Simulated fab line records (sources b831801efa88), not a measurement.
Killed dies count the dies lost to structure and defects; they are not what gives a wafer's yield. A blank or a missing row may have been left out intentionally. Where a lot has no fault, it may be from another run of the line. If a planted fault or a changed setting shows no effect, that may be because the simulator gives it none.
The same fault as seen by 2 desks :: flow gf180mcu :: each desk holds nothing but its own numbers, with what lay behind them at the end

== TOOL OWNER'S DESK, pvd_sputter-02 ==
The tool's own readings at GF_M3_SPUTTER_00 (material Ti, target thk 37.5 nm, time 150 s): means of the sampled wafers that have a number, for each lot that ran on this tool. If a lot's mean is further than 4 standard deviations from the usual mean, the lot is out of limits and carries the mark OUT (the distance appears in the brackets).
Columns: A = throttle_valve_pct at GF_M3_SPUTTER_00, usual 30.4 %
lot: L836
first seen here: day 21 11:13
A: 30.8

lot: L847
first seen here: day 25 09:54
A: 30.9

lot: L849
first seen here: day 26 02:21
A: 31.9
This desk found nothing out of limits on any of the 3 lots.

== AT THE METROLOGY DESK ==
What the gauges read, lot by lot, whatever tool the lot ran on: means of the sampled wafers that have a number. If a lot's mean is further than 4 standard deviations from the usual mean, the lot is out of limits and carries the mark OUT (the distance appears in the brackets).
Columns: A = V2_OVL at GF_V2_OVL_MEAS_15, usual -2 nm; B = V2_W_RS at GF_V2_RS_MEAS_24, usual 0.327 ohm/sq; C = V2_W_THK at GF_V2_THK_MEAS_25, usual 356 nm
lot: L836
first seen here: day 21 09:50
A: 8
B: 0.322
C: 360

lot: L841
first seen here: day 23 06:10
A: 2
B: 0.325
C: 359

lot: L847
first seen here: day 25 08:31
A: 0
B: 0.327
C: 359

lot: L849
first seen here: day 26 00:59
A: -11
B: 0.334
C: 350

lot: L854
first seen here: day 27 06:35
A: 6
B: 0.327
C: 356

lot: L855
first seen here: day 27 14:10
A: 0
B: 0.331
C: 352
This desk found nothing out of limits on any of the 6 lots.

== PUT TOGETHER ==
Nothing out of limits was seen by the tool owner's desk.
The metrology desk saw nothing out of limits.

== WHAT THE SIMULATOR HAD PUT IN ==
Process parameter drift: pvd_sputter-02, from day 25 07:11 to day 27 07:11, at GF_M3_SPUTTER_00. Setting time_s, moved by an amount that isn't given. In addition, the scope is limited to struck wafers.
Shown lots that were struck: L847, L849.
